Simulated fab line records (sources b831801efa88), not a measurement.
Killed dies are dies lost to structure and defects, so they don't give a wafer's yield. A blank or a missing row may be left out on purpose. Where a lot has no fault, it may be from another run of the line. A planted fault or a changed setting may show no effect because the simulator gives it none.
What tool caused it? + flow sky130 + Sampling: 14 lots, 42 wafers, 2 of 708 route steps

## WHAT THE GAUGES READ, wafer by wafer
No reading from a measuring or inspecting step in the record can be judged against a usual standard deviation.

## WHICH TOOL RAN EACH LOT (tool, then ch and the chambers of the sampled wafers, then the start)
| lot  | SKY_GATE_OXIDE_DEVELOP_09        | SKY_PAD_OPEN_PROBE_99   |
|------|----------------------------------|-------------------------|
| L598 | lithoTrack-04 ch 0, day 13 14:17 | -                       |
| L599 | lithoTrack-02 ch 0, day 14 03:04 | -                       |
| L600 | lithoTrack-02 ch 0, day 14 13:10 | -                       |
| L601 | lithoTrack-02 ch 0, day 14 19:58 | -                       |
| L604 | lithoTrack-04 ch 0, day 16 04:49 | -                       |
| L606 | lithoTrack-04 ch 0, day 16 19:37 | -                       |
| L609 | lithoTrack-01 ch 0, day 17 16:51 | prober-02, day 48 10:30 |
| L612 | lithoTrack-04 ch 0, day 18 23:25 | -                       |
| L613 | lithoTrack-02 ch 0, day 19 03:12 | -                       |
| L617 | lithoTrack-04 ch 0, day 20 16:26 | prober-02, day 50 02:46 |
| L618 | lithoTrack-01 ch 0, day 21 04:02 | -                       |
| L619 | lithoTrack-01 ch 0, day 21 12:36 | -                       |
| L620 | lithoTrack-02 ch 0, day 21 16:22 | -                       |
| L621 | lithoTrack-02 ch 0, day 22 02:07 | -                       |
- SKY_GATE_OXIDE_DEVELOP_09: develop time 60 s.
- SKY_PAD_OPEN_PROBE_99

## WHAT THE TOOLS THEMSELVES READ (means of the sampled wafers that have a number; where no wafer has one, the mark that the record gives instead)
SKY_GATE_OXIDE_DEVELOP_09.
| lot  | tool          | developerTempC (C) | exhaustPa (Pa) | resistLineTempC (C) |
|------|---------------|--------------------|----------------|---------------------|
| L598 | lithoTrack-04 | 22.94              | 44.9           | 23.01               |
| L599 | lithoTrack-02 | 22.99              | 44.4           | 23.06               |
| L600 | lithoTrack-02 | 23.10              | 45.8           | 22.93               |
| L601 | lithoTrack-02 | 22.92              | 44.8           | 23.07               |
| L604 | lithoTrack-04 | 23.11              | 45.1           | 22.98               |
| L606 | lithoTrack-04 | 22.96              | 44.7           | 23.19               |
| L609 | lithoTrack-01 | 23.04              | 45.1           | 23.04               |
| L612 | lithoTrack-04 | 21.98              | 44.9           | 22.97               |
| L613 | lithoTrack-02 | 23.07              | 46.0           | 22.89               |
| L617 | lithoTrack-04 | 22.14              | 45.3           | 22.96               |
| L618 | lithoTrack-01 | 22.92              | 45.0           | 22.96               |
| L619 | lithoTrack-01 | 23.02              | 46.3           | 22.95               |
| L620 | lithoTrack-02 | 23.04              | 43.9           | 22.94               |
| L621 | lithoTrack-02 | 23.00              | 45.8           | 22.94               |

SKY_PAD_OPEN_PROBE_99.
| lot  | tool      | killed_at_M0_to_M3 | killed_at_M4_up | killedAtContacts | killedAtFrontEnd | killedAtOther | killedDies | killedOpen | killedShort |
|------|-----------|--------------------|-----------------|------------------|------------------|---------------|------------|------------|-------------|
| L609 | prober-02 | 45                 | 4.0             | 25               | 14               | 0.7           | 89         | 46         | 43          |
| L617 | prober-02 | 46                 | 3.0             | 28               | 21               | 0.0           | 98         | 49         | 48          |

## THE ANSWER, worked out from the rows above alone
Rule: usual is defined by the lots themselves. Put in order of their means at a reading, lots are off if they are a third of the lots or fewer, leave a main group of 4 or more, and stand apart from it by a gap of 3 or more times the standard deviation of the main group's means; of several such gaps the widest counts. A main group is skipped when, at the precision printed for the reading in the tables above, its means are all equal. A lot without any number at a reading at which 4 lots or more have one is off too. Where the step has rows for the other lots, those lots are counted as sound. Order of review: gauges by route order, followed by the tools' own readings, for which a lot's mean as printed above is used. At the first step where some lot is off, the reading lying furthest off is the one used; lots without a number count as furthest.
Off: L612, L617, at SKY_GATE_OXIDE_DEVELOP_09 (developerTempC). The main group: mean 23.01 C, standard deviation 0.063.
A tool fits if, at that step or a process step before it, it ran every lot that is off, and no sound lot after the first of them. One fits: SKY_GATE_OXIDE_DEVELOP_09 on lithoTrack-04. Its last sound lot is L606 (day 16 19:37), its first lot that is off L612 (day 18 23:25): a fault that began between those two fits.
On the lots that are off, the tool's own readings at SKY_GATE_OXIDE_DEVELOP_09 differ by more than 5 times the standard deviation of the sound lots' means, which bears it out; developerTempC reads 22.06 C there versus 23.01 C on the sound lots.

## WHAT HAD BEEN PUT IN BY THE SIMULATOR
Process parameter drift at SKY_GATE_OXIDE_DEVELOP_09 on lithoTrack-04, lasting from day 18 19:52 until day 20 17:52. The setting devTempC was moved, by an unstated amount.
Lots struck among those shown: L612, L617. This agrees with what the rule above found.
